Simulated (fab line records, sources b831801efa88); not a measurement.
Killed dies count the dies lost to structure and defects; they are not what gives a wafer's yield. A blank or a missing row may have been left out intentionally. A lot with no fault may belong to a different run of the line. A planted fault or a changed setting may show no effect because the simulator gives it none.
Matching of chambers / flow gf180mcu / pecvd-02 running GF_V4_CVD_02: 3 sister chambers
The step deposits SiO2 from TEOS, target thk 850 nm, time 94.851 s. 3 wafers are shown with their chamber, then 7 later ones without.

## EACH WAFER AND ITS CHAMBER
wafer=L690.4; chamber=1; heater power w (W)=771
wafer=L690.6; chamber=2; heater power w (W)=715
wafer=L692.5; chamber=0; heater power w (W)=609

## WAFERS MISSING THEIR CHAMBER
wafer=L692.6; heater power w (W)=753
wafer=L694.3; heater power w (W)=691
wafer=L694.4; heater power w (W)=631
wafer=L694.6; heater power w (W)=769
wafer=L695.1; heater power w (W)=675
wafer=L695.5; heater power w (W)=528
wafer=L695.6; heater power w (W)=726

## WHICH CHAMBER EACH ONE RAN IN
wafer=L692.6; from the rows above=can't be placed: 1 or 2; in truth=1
wafer=L694.3; from the rows above=can't be placed: 2 or 1 or 0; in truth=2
wafer=L694.4; from the rows above=can't be placed: 0 or 2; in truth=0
wafer=L694.6; from the rows above=can't be placed: 1 or 2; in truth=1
wafer=L695.1; from the rows above=can't be placed: 2 or 0 or 1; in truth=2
wafer=L695.5; from the rows above=0; in truth=0
wafer=L695.6; from the rows above=can't be placed: 2 or 1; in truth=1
1 of 7 placed correctly. Can't be placed from these rows: 6 (the true chamber is among the candidates in 6). Wrongly placed: 0.
How it was worked out, from the rows above alone: a wafer's distance from a chamber is the root of the sum, over the readings, of the square of ((its reading less the chamber's mean) divided by the reading's scatter). The wafer belongs to the nearest chamber; if the next one is less than 2 further off, it can't be placed. The mean given for a chamber averages the wafers shown for that chamber. The scatter (one wafer shown for each chamber): square how far every hidden wafer sits from the nearest shown wafer, average those squares and take the square root.
